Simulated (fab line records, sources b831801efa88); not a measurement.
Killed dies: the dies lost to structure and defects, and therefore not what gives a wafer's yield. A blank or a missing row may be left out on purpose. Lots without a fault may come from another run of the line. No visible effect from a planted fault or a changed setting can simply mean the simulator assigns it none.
Problem report in the 8D (eight disciplines) form, filled by code :: flow sfqLine :: the parts of the form that need people (team, actions taken, sign-off) are left out

1. WHAT IS WRONG
M4_NB_RS at SFQ_M4_RS_MEAS_924 reads a mean of 1.286 ohm/sq on 2 wafers of 2 lots; wafers without a fault read 0.889 ohm/sq with a standard deviation of 0.011. Relative to the usual mean, that is a shift of +36 standard deviations.
The step: measures by four-point-probe.
Earliest sighting: wafer L567.3 on filmMetro-02 at day 48 01:19. The record holds 18 wafers of 6 lots with a number at this step. Rule for "out" (also "out of limits"): further than 4 standard deviations from the usual mean. The other wafers with a number count as sound.

2. WHAT IT IS, WHAT IT ISN'T
question: which readings at this step
is: M4_NB_RS
is not: -

question: which lots
is: L567, L569
is not: L555, L557, L573, L574

question: which wafers of those lots
is: L567.3, L569.3
is not: L567.1, L567.2, L569.5, L569.6

question: read on which gauges
is: filmMetro-01, filmMetro-02
is not: filmMetro-04

question: when
is: from day 48 01:19
is not: up to then (8 sound wafers); but 8 sound wafers of L569, L573, L574 came after

3. WHAT RULES OUT EACH SUSPECT
Counting: a tool at a process step up to the reading stays a suspect if it ran every lot that is out. Sound lots after the first of them don't rule it out here, since some wafers of a struck lot are sound.
- ruled out: the gauge at SFQ_M4_RS_MEAS_924. Those wafers that are out were read across 2 gauges (filmMetro-01, filmMetro-02).
- pvdSputter-06 at SFQ_TRILAYER_M4_DEP_SPUTTER_091 (material Nb, target thk 200 nm, time 133.3 s): kept. Ran every lot that is out, first one L567 (day 48 01:14); last sound lot up to then L555 (day 44 02:04).
After counting, what remains is pvdSputter-06 at SFQ_TRILAYER_M4_DEP_SPUTTER_091.

4. THE CAUSE (what the simulator had put in)
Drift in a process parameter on pvdSputter-06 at SFQ_TRILAYER_M4_DEP_SPUTTER_091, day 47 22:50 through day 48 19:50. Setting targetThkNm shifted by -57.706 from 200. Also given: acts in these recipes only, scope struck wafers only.
The count eliminated every tool but this one.

5. THE CHAIN OF EFFECTS, in route order
Rows list readings where the struck wafers' mean (over those with a number) sits beyond 3 standard deviations from the usual. Readings are gone through only where the record gives a usual standard deviation; hours: the median, over the lots, of the time from a lot's start at the first step in this table giving one to that lot's start at this step; sigmas: the change measured in usual standard deviations.
hours: 0
step: SFQ_M4_RS_MEAS_924
reading: M4_NB_RS
usual: 0.889 ohm/sq
on struck wafers: 1.286
change: +0.397
sigmas: +36

hours: 105
step: SFQ_TRILAYER_M4_ETCH_METAL_ETCH_096
reading: oesProductAu
usual: 0.894 a.u.
on struck wafers: 0.740
change: -0.154
sigmas: -19
The process steps in it:
- SFQ_TRILAYER_M4_ETCH_METAL_ETCH_096: etches Nb in Cl2/Ar, stops on SiO2, target depth 240 nm, time 120 s.
Later measuring or inspecting steps at which every struck wafer that the step has a row for has a number for every such reading, and none has moved that far: SFQ_M4_OVL_MEAS_926, SFQ_I4_BOW_MEAS_927, SFQ_I4_OVL_MEAS_928, SFQ_M8_BOW_MEAS_951.

6. WHAT WOULD HAVE CAUGHT IT SOONER
2 hours passed between the start of the fault at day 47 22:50 and the first reading out of limits at a measuring or inspecting step in this record, taken at day 48 01:19.
An alarm limit of 4 standard deviations would not have fired on the tool readings at SFQ_TRILAYER_M4_DEP_SPUTTER_091 for which the record gives a usual standard deviation, since none of them was out on any struck wafer.
Lots out: 2; of these, L569 started SFQ_TRILAYER_M4_DEP_SPUTTER_091 on pvdSputter-06 after day 48 01:19. It would have been spared by a hold on the tool at that moment.
